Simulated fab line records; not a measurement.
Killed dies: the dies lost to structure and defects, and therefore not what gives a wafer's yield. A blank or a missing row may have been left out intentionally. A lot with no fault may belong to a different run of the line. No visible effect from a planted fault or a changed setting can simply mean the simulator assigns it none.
Which tool was responsible? ; flow sky130 ; Sampling: 11 lots, 33 wafers, 5 of 708 route steps

WHAT THE GAUGES SHOWED, per wafer
SKY_FIELD_ISO_THK_MEAS_02. Usual: FIELD_ISO_OXIDATION_00_THK 11.97 nm, standard deviation 0.19.
lot;measured;on;FIELD_ISO_OXIDATION_00_THK (nm);flag
L101;day 1 11:38;film_metro-02;12.38 12.31 12.40;
L102;day 1 17:22;film_metro-01;11.93 11.83 11.90;
L103;day 1 21:38;film_metro-02;12.03 11.86 12.02;
L109;day 3 03:55;film_metro-01;11.93 12.10 11.99;
L112;day 3 18:38;film_metro-02;12.05 12.12 12.10;
L113;day 3 23:52;film_metro-02;11.83 11.98 11.92;
L115;day 4 11:52;film_metro-02;12.08 12.28 12.30;
L117;day 4 19:38;film_metro-04;12.09 11.95 12.15;
L119;day 5 05:38;film_metro-01;12.19 12.05 12.19;
L121;day 5 17:34;film_metro-02;11.59 11.64 11.39;
L124;day 6 06:55;film_metro-02;11.74 11.88 11.80;

SKY_DNWELL_TW_MEAS_09. Usual: DNWELL_TW 1110, standard deviation 6.9.
lot;measured;on;DNWELL_TW;flag
L101;day 3 07:48;film_metro-03;1106 1105 1113;
L102;day 3 12:42;film_metro-03;1106 1099 1112;
L103;day 3 16:25;film_metro-04;1117 1123 1118;
L109;day 4 21:24;film_metro-04;1117 1122 1116;
L112;day 5 13:40;film_metro-03;1101 1105 1105;
L113;day 5 19:00;film_metro-03;1105 1105 1103;
L115;day 6 08:44;film_metro-04;1124 1123 1124;
L117;day 6 20:01;film_metro-04;1119 1113 1108;
L119;day 7 08:10;film_metro-04;1122 1113 1117;
L121;day 7 18:21;film_metro-01;1102 1102 1096;
L124;day 8 07:54;film_metro-01;1106 1106 1102;

SKY_NWELL_OVL_MEAS_23. Usual: NWELL_01_OVL 0.4 nm, standard deviation 1.1.
lot;measured;on;NWELL_01_OVL (nm);flag
L101;day 5 11:07;overlay-01;1.7 -0.4 1.5;
L102;day 5 16:52;overlay-02;0.5 1.4 0.9;
L103;day 5 19:04;overlay-02;1.1 1.9 1.9;
L109;day 7 04:40;overlay-01;204.6 205.5 204.3;OFF
L112;day 7 21:58;overlay-02;205.6 206.3 205.5;OFF
L113;day 8 05:12;overlay-02;0.4 0.0 0.9;
L115;day 8 21:10;overlay-01;0.4 -0.3 -1.3;
L117;day 9 10:55;overlay-01;0.0 0.4 1.4;
L119;day 10 00:33;overlay-02;0.9 2.5 -0.6;
L121;day 10 12:22;overlay-01;-0.4 1.3 1.8;
L124;day 11 02:12;overlay-01;1.3 -1.2 0.0;

EACH LOT AND THE TOOL THAT RAN IT (in order: tool; ch and the chambers of the sampled wafers; start)
lot;SKY_DNWELL_STRIP_08;SKY_NWELL_EXPOSE_20
L101;plasma_asher-02 ch 0,1, day 3 07:42;iline_stepper-02 ch 0, day 5 02:28
L102;plasma_asher-04 ch 0,1, day 3 12:36;iline_stepper-02 ch 0, day 5 08:11
L103;plasma_asher-04 ch 0,1, day 3 16:19;iline_stepper-02 ch 0, day 5 10:13
L109;plasma_asher-02 ch 0,1, day 4 21:19;iline_stepper-02 ch 0, day 6 19:34
L112;plasma_asher-02 ch 0,1, day 5 13:33;iline_stepper-02 ch 0, day 7 12:29
L113;plasma_asher-01 ch 0,1, day 5 18:54;iline_stepper-01 ch 0, day 7 19:23
L115;plasma_asher-02 ch 0,1, day 6 08:38;iline_stepper-01 ch 0, day 8 10:50
L117;plasma_asher-04 ch 0,1, day 6 19:54;iline_stepper-01 ch 0, day 8 23:33
L119;plasma_asher-01 ch 0,1, day 7 08:04;iline_stepper-01 ch 0, day 9 13:37
L121;plasma_asher-02 ch 0,1, day 7 18:15;iline_stepper-01 ch 0, day 10 00:26
L124;plasma_asher-01 ch 0,1, day 8 07:48;iline_stepper-01 ch 0, day 10 15:31
- SKY_DNWELL_STRIP_08: strips in O2/N2.
- SKY_NWELL_EXPOSE_20: exposes mask NWM COMPLEMENT, target cd 840 nm.

AS READ BY THE TOOLS THEMSELVES (means over the sampled wafers that have a number; for cases with no such wafer, the mark the record gives instead)
SKY_DNWELL_STRIP_08. Usual: drypump_motor_current_A 5.8 A, standard deviation 0.56; n2_flow_sccm 299.9 sccm, standard deviation 0.87; o2_flow_sccm 3000 sccm, standard deviation 10; oes_product_au 0.722 a.u., standard deviation 0.0046; strip_time_to_endpoint_s 36.88 s, standard deviation 0.11.
lot;tool;drypump_motor_current_A (A);n2_flow_sccm (sccm);o2_flow_sccm (sccm);oes_product_au (a.u.);strip_time_to_endpoint_s (s);flag
L101;plasma_asher-02;5.4;299.2;3008;0.724;36.82;
L102;plasma_asher-04;5.9;299.8;3005;0.721;36.80;
L103;plasma_asher-04;6.2;300.2;2998;0.719;36.80;
L109;plasma_asher-02;5.7;300.0;3008;0.725;36.73;
L112;plasma_asher-02;5.4;300.5;2992;0.724;36.79;
L113;plasma_asher-01;6.0;299.6;3002;0.718;36.99;
L115;plasma_asher-02;5.3;300.4;3003;0.723;37.00;
L117;plasma_asher-04;5.9;301.0;2987;0.718;36.93;
L119;plasma_asher-01;5.8;300.4;2997;0.723;36.91;
L121;plasma_asher-02;5.7;299.5;2992;0.725;37.03;
L124;plasma_asher-01;5.8;301.0;3002;0.722;36.92;

SKY_NWELL_EXPOSE_20. Usual: stage_vel_mm_s 500.03 mm/s, standard deviation 0.25.
lot;tool;stage_vel_mm_s (mm/s);flag
L101;iline_stepper-02;499.85;
L102;iline_stepper-02;500.03;
L103;iline_stepper-02;500.26;
L109;iline_stepper-02;500.12;
L112;iline_stepper-02;499.92;
L113;iline_stepper-01;500.11;
L115;iline_stepper-01;500.10;
L117;iline_stepper-01;500.14;
L119;iline_stepper-01;500.09;
L121;iline_stepper-01;499.83;
L124;iline_stepper-01;500.13;

THE ANSWER, worked out from the rows above alone
Rule: lot off if the mean of its wafers having a number is beyond 3 standard deviations from the usual mean. Also off: a lot with no number at a reading for which 4 or more lots have one. Where the step has rows for the other lots, those lots are counted as sound. Order of review: gauges by route order, followed by the tools' own readings, for which a lot's mean as printed above is used. The first step at which some lot is off is used, and at that step the reading that is off furthest; a lot without a number counts as furthest.
Off: L109, L112, seen at SKY_NWELL_OVL_MEAS_23 (NWELL_01_OVL).
A tool fits if, at a process step before that reading, it ran every lot that is off, and no sound lot after the first of them. The gauges at SKY_NWELL_OVL_MEAS_23 are tried like those tools. One candidate fits, namely iline_stepper-02 at SKY_NWELL_EXPOSE_20. Its last sound lot is L103 (day 5 10:13), its first lot that is off L109 (day 6 19:34): a fault that began between those two fits.

WHAT THE SIMULATOR PUT IN
Scanner matching overlay: iline_stepper-02, from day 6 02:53 on, at SKY_NWELL_EXPOSE_20. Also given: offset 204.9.
Lots struck among those shown: L109, L112. The same result came from the rule above.
